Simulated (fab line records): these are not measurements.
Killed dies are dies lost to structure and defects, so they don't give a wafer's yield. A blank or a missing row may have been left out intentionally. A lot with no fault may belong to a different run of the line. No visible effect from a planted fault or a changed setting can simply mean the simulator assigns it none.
fab line records	flow sky130
record lots=13	wafers=39	lastDay=50
route steps=708 shown LI_CONTACT@364 LOCAL_INTERCONNECT@398 CONTACT@411 PAD_OPEN@708
lots untouched by any fault: they come from a run of this same line in which no faults occurred
startH: hours from the record's opening day to when the first of the lot's shown wafers began	waitH: hours since the lot's step before	" repeats the value in the row above	L1.1+2: a row that stands for several wafers	- either no value or no given start	* or withheld: withheld	< > ~ a bound
route shown NAME@n: NAME is a module with steps in the file, n the number in the route of the first one	usual: mean/standard deviation taken from wafers without a fault	same: alike in all rows	chamber/n: place in a boat	sites: per-site readings	_std_site: the values' standard deviation	_edge_site: outer sites' mean less inner sites'	radiusMm: how far each site lies from the wafer's centre	mask NAME#n: copy n	behind: the tool/chamber that last shaped the wafer	hold: what put the lot on hold/how long, in hours/how the hold closed	device: whichever transistor did not switch (one of n, p or np)	end of line: the same wafers' tests at the end of the route	step lacking rows: just its recipe	killed: the dies lost at the first sort to structure and to defects; this is not the yield of the wafer	map: per-die view of a wafer (x killed, . not killed, _ where there is no die)
set.NAME: the run value of the setting; set.NAME@STEP: its run value at that earlier step	model.NAME: the simulator's own value behind a step, which no gauge read
the route's steps for a sample of lots (tables are steps, rows are wafers)
services: when a tool's chamber went out of use (startH, in hours from the record's first day, below 0 if earlier), for how many hours, and the reason
## steps
# step SKY_LI_CONTACT_CMP_02
# recipe material=PSG	downForcePsi=4	platenRpm=60	padVelocityMS=0.94248
# usual edgeZonePressureFrac=1.000/0.005	headPressurePsi=4.000/0.0087	motorCurrentA=12.2/0.94	timeToEndpointS=32.6/2.4
lot.wafer	tool	chamber	startH	waitH	edgeZonePressureFrac	headPressurePsi	motorCurrentA	timeToEndpointS
L423.2	cmp-01	2	635.76	0.0	0.999	3.992	11.2	34.9
L423.1	"	3	"	"	1.004	4.011	12.9	30.8
L423.3	"	1	"	"	1.014	3.992	13.2	32.4
L425.4	cmp-02	1	666.55	0.0	1.002	3.997	12.6	29.3
L425.3	"	3	"	"	0.997	3.998	12.7	31.7
L425.1	"	0	"	"	1.007	4.000	11.2	29.3
L426.4	cmp-02	0	676.26	0.0	-	-	-	-
L426.1	"	3	"	"	-	-	-	-
L426.6	"	1	"	"	-	-	-	-
L427.2	cmp-01	3	681.36	0.1	-	-	-	-
L427.3	"	0	"	"	-	-	-	-
L427.5	"	3	"	"	-	-	-	-
L428.3	cmp-01	0	686.92	0.0	1.004	3.984	11.8	35.5
L428.4	"	2	"	"	1.001	3.993	11.9	37.7
L428.5	"	0	"	"	0.996	3.991	11.5	35.1
L437.4	cmp-01	0	763.62	0.0	0.996	3.992	11.8	34.5
L437.1	"	3	"	"	0.994	4.009	13.1	32.4
L437.5	"	1	"	"	1.006	4.010	13.1	34.2
L439.3	cmp-01	1	777.97	0.3	1.007	3.993	13.0	32.4
L439.1	"	3	"	"	1.002	4.001	12.2	34.8
L439.6	"	1	"	"	1.004	3.993	13.2	30.3
L440.4	cmp-01	1	787.12	0.1	0.998	4.009	13.2	27.6
L440.1	"	2	"	"	0.999	4.000	10.9	31.4
L440.3	"	3	"	"	1.003	3.994	13.1	29.7
L442.2	cmp-02	1	797.40	0.0	1.002	3.983	12.8	29.7
L442.3	"	3	"	"	1.006	3.992	12.2	31.4
L442.4	"	0	"	"	1.007	3.992	10.3	32.7
L443.3	cmp-02	3	807.82	0.0	0.995	3.998	13.2	29.2
L443.1	"	2	"	"	1.001	3.995	13.1	29.7
L443.6	"	0	"	"	0.998	3.993	10.5	27.8
L444.4	cmp-01	3	813.36	0.1	1.003	3.990	12.7	29.8
L444.1	"	0	"	"	0.998	4.018	11.3	30.1
L444.5	"	3	"	"	1.003	3.988	12.3	32.7
L445.2	cmp-02	0	819.60	0.1	1.004	4.009	10.3	31.0
L445.5	"	2	"	"	1.005	4.000	13.2	29.4
L445.6	"	3	"	"	1.012	4.013	12.0	29.9
L446.4	cmp-01	3	840.72	0.1	0.993	4.002	12.5	31.7
L446.3	"	1	"	"	1.008	4.005	12.8	31.6
L446.5	"	2	"	"	0.998	3.997	10.9	33.0
# step SKY_LI_CONTACT_BOW_MEAS_03
# recipe mode=bow
# usual LI_CONTACT_BOW=55/6.3
lot.wafer	tool	chamber	startH	waitH	hold	LI_CONTACT_BOW[um]
L423.1	filmMetro-01	-	636.06	0.2	-	62
L423.2	"	-	"	"	-	51
L423.3	"	-	"	"	-	53
L425.1	filmMetro-04	-	666.85	0.1	-	60
L425.3	"	-	"	"	-	60
L425.4	"	-	"	"	-	49
L426.1	filmMetro-01	-	676.56	0.1	awaitDispo/0.2h/release	74
L426.4	"	-	"	"	awaitDispo/0.2h/release	75
L426.6	"	-	"	"	awaitDispo/0.2h/release	71
L426.1	filmMetro-01	-	676.84	0.3	-	-
L426.4	"	-	"	"	-	-
L426.6	"	-	"	"	-	-
L427.2	filmMetro-04	-	681.63	0.2	awaitDispo/0.2h/release	63
L427.3	"	-	"	"	awaitDispo/0.2h/release	70
L427.5	"	-	"	"	awaitDispo/0.2h/release	74
L427.2	filmMetro-04	-	681.92	0.3	-	-
L427.3	"	-	"	"	-	-
L427.5	"	-	"	"	-	-
L428.3	filmMetro-01	-	687.26	0.3	-	61
L428.4	"	-	"	"	-	56
L428.5	"	-	"	"	-	51
L437.1	filmMetro-03	-	763.92	0.1	-	56
L437.4	"	-	"	"	-	61
L437.5	"	-	"	"	-	56
L439.1	filmMetro-03	-	778.27	0.1	-	47
L439.3	"	-	"	"	-	50
L439.6	"	-	"	"	-	51
L440.1	filmMetro-01	-	787.37	0.1	-	53
L440.3	"	-	"	"	-	49
L440.4	"	-	"	"	-	42
L442.2	filmMetro-01	-	797.72	0.3	-	65
L442.3	"	-	"	"	-	73
L442.4	"	-	"	"	-	62
L443.1	filmMetro-04	-	808.12	0.1	-	56
L443.3	"	-	"	"	-	58
L443.6	"	-	"	"	-	60
L444.1	filmMetro-01	-	813.61	0.1	-	45
L444.4	"	-	"	"	-	58
L444.5	"	-	"	"	-	51
L445.2	filmMetro-04	-	819.82	0.2	-	53
L445.5	"	-	"	"	-	51
L445.6	"	-	"	"	-	66
L446.3	filmMetro-04	-	841.03	0.1	-	55
L446.4	"	-	"	"	-	44
L446.5	"	-	"	"	-	48
# step SKY_LI_CONTACT_CD_MEAS_12
# recipe targetCdNm=170
# usual cdNm=170.1/1.5
lot.wafer	tool	chamber	startH	waitH	cdNm
L423.1	cdSem-01	-	664.57	-	170.9
L423.2	"	-	"	"	170.5
L423.3	"	-	"	"	169.8
L425.1	cdSem-02	-	695.61	-	170.8
L425.3	"	-	"	"	168.7
L425.4	"	-	"	"	168.2
L428.3	cdSem-02	-	715.21	-	171.3
L428.4	"	-	"	"	173.0
L428.5	"	-	"	"	172.4
L437.1	cdSem-01	-	790.94	-	170.9
L437.4	"	-	"	"	171.1
L437.5	"	-	"	"	170.5
L439.1	cdSem-01	-	804.59	-	169.6
L439.3	"	-	"	"	171.0
L439.6	"	-	"	"	171.6
L440.1	cdSem-01	-	814.14	-	170.7
L440.3	"	-	"	"	169.2
L440.4	"	-	"	"	170.2
L442.2	cdSem-01	-	824.94	-	168.9
L442.3	"	-	"	"	169.6
L442.4	"	-	"	"	170.0
L443.1	cdSem-02	-	835.02	-	172.0
L443.3	"	-	"	"	172.1
L443.6	"	-	"	"	173.0
L444.1	cdSem-01	-	840.74	-	171.4
L444.4	"	-	"	"	172.0
L444.5	"	-	"	"	170.7
L445.2	cdSem-01	-	846.33	-	169.9
L445.5	"	-	"	"	171.1
L445.6	"	-	"	"	169.3
L446.3	cdSem-01	-	867.41	-	171.3
L446.4	"	-	"	"	170.8
L446.5	"	-	"	"	171.0
# step SKY_LOCAL_INTERCONNECT_CD_MEAS_11
# recipe targetCdNm=170
# usual cdNm=170.1/1.6
lot.wafer	tool	chamber	startH	waitH	cdNm
L423.1	cdSem-02	-	694.66	-	169.4
L423.2	"	-	"	"	169.1
L423.3	"	-	"	"	169.2
L425.1	cdSem-02	-	724.53	-	172.4
L425.3	"	-	"	"	170.9
L425.4	"	-	"	"	171.7
L428.3	cdSem-01	-	743.76	-	169.7
L428.4	"	-	"	"	169.9
L428.5	"	-	"	"	169.9
L437.1	cdSem-01	-	818.86	-	171.7
L437.4	"	-	"	"	172.0
L437.5	"	-	"	"	171.5
L439.1	cdSem-01	-	833.26	-	166.8
L439.3	"	-	"	"	169.0
L439.6	"	-	"	"	168.9
L440.1	cdSem-02	-	842.81	-	174.2
L440.3	"	-	"	"	172.8
L440.4	"	-	"	"	173.4
L442.2	cdSem-01	-	853.18	-	168.0
L442.3	"	-	"	"	169.2
L442.4	"	-	"	"	167.8
L443.1	cdSem-01	-	862.41	-	168.7
L443.3	"	-	"	"	169.6
L443.6	"	-	"	"	168.4
L444.1	cdSem-01	-	869.22	-	170.5
L444.4	"	-	"	"	169.6
L444.5	"	-	"	"	169.6
L445.2	cdSem-02	-	874.03	-	167.3
L445.5	"	-	"	"	167.7
L445.6	"	-	"	"	167.8
L446.3	cdSem-02	-	894.27	-	170.2
L446.4	"	-	"	"	170.4
L446.5	"	-	"	"	171.0
# step SKY_CONTACT_BOW_MEAS_05
# recipe mode=bow
# usual CONTACT_BOW=81/6.5
lot.wafer	tool	chamber	startH	waitH	CONTACT_BOW[um]
L423.1	filmMetro-02	-	696.11	0.2	91
L423.2	"	-	"	"	79
L423.3	"	-	"	"	83
L425.1	filmMetro-02	-	725.95	0.1	85
L425.3	"	-	"	"	86
L425.4	"	-	"	"	75
L428.3	filmMetro-04	-	745.15	0.1	90
L428.4	"	-	"	"	85
L428.5	"	-	"	"	80
L437.1	filmMetro-04	-	820.29	0.1	83
L437.4	"	-	"	"	88
L437.5	"	-	"	"	83
L439.1	filmMetro-03	-	834.65	0.2	75
L439.3	"	-	"	"	76
L439.6	"	-	"	"	77
L440.1	filmMetro-03	-	844.33	0.2	82
L440.3	"	-	"	"	79
L440.4	"	-	"	"	71
L442.2	filmMetro-03	-	854.69	0.2	91
L442.3	"	-	"	"	100
L442.4	"	-	"	"	89
L443.1	filmMetro-03	-	863.97	0.2	84
L443.3	"	-	"	"	87
L443.6	"	-	"	"	90
L444.1	filmMetro-02	-	870.73	0.2	71
L444.4	"	-	"	"	83
L444.5	"	-	"	"	77
L445.2	filmMetro-04	-	875.53	0.2	78
L445.5	"	-	"	"	78
L445.6	"	-	"	"	92
L446.3	filmMetro-03	-	895.66	0.1	80
L446.4	"	-	"	"	70
L446.5	"	-	"	"	73
# step SKY_PAD_OPEN_PROBE_99
# usual defectLimitedYield=82.7/2.1	killed_at_M0_to_M3=43/7.2	killed_at_M4_up=3.0/1.7	killedAtContacts=24/5.3	killedAtFrontEnd=15/4.6	killedAtOther=0.3/0.5	killedDies=85/10	killedOpen=46/7.2	killedShort=39/6.4	sort_bin_3_pad_short=0.9/0.42	sort_bin_5_function=10.2/1.6	sort_bin_6_memory=6.2/1	sortNPass=407/10	sortYieldPct=82.7/2.1
# same grossDies=492	killedAtBackSide=0	sort_bin_4_leakage[%]=0	sort_bin_8_speed[%]=0
lot.wafer	tool	chamber	startH	waitH	defectLimitedYield[%]	killed_at_M0_to_M3	killed_at_M4_up	killedAtContacts	killedAtFrontEnd	killedAtOther	killedDies	killedOpen	killedShort	sort_bin_3_pad_short[%]	sort_bin_5_function[%]	sort_bin_6_memory[%]	sortNPass	sortYieldPct[%]
L439.1	prober-02	-	1169.58	0.1	81.9	43	2	38	6	0	89	53	36	1.2	10.2	6.7	403	81.9
L439.3	prober-02	-	1169.68	0.2	85.6	32	3	25	11	0	71	39	32	0.4	8.5	5.5	421	85.6
L439.6	prober-02	-	1169.83	0.2	87.0	37	1	19	7	0	64	38	26	0.2	7.5	5.3	428	87.0
L442.2	prober-01	-	1183.55	0.1	83.9	41	1	19	18	0	79	45	34	1.0	7.9	7.1	413	83.9
L442.3	prober-01	-	1183.60	0.2	86.4	34	2	21	10	0	67	38	29	0.6	8.1	4.9	425	86.4
L442.4	prober-01	-	1183.65	0.2	85.4	36	4	19	13	0	72	33	39	1.0	8.5	5.1	420	85.4
# killed by level:class
L439.1 CONTACT:geometricParticle:open=12 VIA1:geometricParticle:open=10 LI_CONTACT:geometricParticle:open=9 CONTACT:geometricParticle:short=8 LOCAL_INTERCONNECT:geometricParticle:short=7 VIA2:geometricParticle:open=7 METAL1:geometricParticle:short=6 VIA3:geometricParticle:open=5
L439.3 CONTACT:geometricParticle:open=10 VIA3:geometricParticle:open=8 METAL1:geometricParticle:short=7 METAL2:geometricParticle:short=6 LI_CONTACT:geometricParticle:open=5 CONTACT:geometricParticle:short=5 VIA1:geometricParticle:open=4 LOCAL_INTERCONNECT:geometricParticle:open=3
L439.6 VIA1:geometricParticle:open=10 CONTACT:geometricParticle:open=9 METAL2:geometricParticle:short=6 LI_CONTACT:geometricParticle:open=5 VIA2:geometricParticle:short=5 VIA2:geometricParticle:open=5 LOCAL_INTERCONNECT:geometricParticle:short=3 VIA1:geometricParticle:short=3
L442.2 CONTACT:geometricParticle:open=9 FIELD_ISO:geometricParticle:short=8 VIA3:geometricParticle:open=8 VIA1:geometricParticle:open=8 VIA2:geometricParticle:open=7 FIELD_ISO:geometricParticle:open=6 CONTACT:geometricParticle:short=6 METAL1:geometricParticle:short=5
L442.3 LI_CONTACT:geometricParticle:open=8 VIA1:geometricParticle:open=7 CONTACT:geometricParticle:open=6 VIA3:geometricParticle:open=6 POLY_GATE:geometricParticle:short=4 LOCAL_INTERCONNECT:geometricParticle:short=4 METAL1:geometricParticle:short=4 METAL2:geometricParticle:short=4
L442.4 VIA1:geometricParticle:open=13 LOCAL_INTERCONNECT:geometricParticle:short=6 METAL2:geometricParticle:short=6 POLY_GATE:geometricParticle:open=4 LI_CONTACT:geometricParticle:open=4 METAL1:geometricParticle:short=4 VIA1:geometricParticle:short=4 VIA3:geometricParticle:open=4
## services
tool	chamber	startH	hours	kind
cmp-01	-	711.67	1.1	repair
cmp-02	-	744.11	4.0	pm
cmp-02	-	748.11	-	consumableReplace:conditioner
cmp-02	-	748.11	-	consumableReplace:pad
cmp-02	-	752.00	2.2	repair
cmp-01	-	765.61	1.4	repair
cmp-02	-	776.94	2.9	repair
## key
firstSign step=SKY_LI_CONTACT_CMP_02	reading=toolRecord	direction=missing
effect step=SKY_LI_CONTACT_BOW_MEAS_03	reading=visit	direction=added
metAt SKY_LI_CONTACT_CMP_02
struckLots L426,L427
scrappedBehind SKY_LI_CONTACT_BOW_MEAS_03 L426.1,L426.4,L426.6,L427.2,L427.3,L427.5
notActingAt SKY_LI_CONTACT_CD_MEAS_12,SKY_LOCAL_INTERCONNECT_CD_MEAS_11,SKY_CONTACT_BOW_MEAS_05
onsetBetween 666.55 676.26
fault kind=skippedStepWhole	tool=cmp-01,cmp-02	chamber=-	onsetH=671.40	steps=SKY_LI_CONTACT_CMP_02	scope=struckLotsOnly
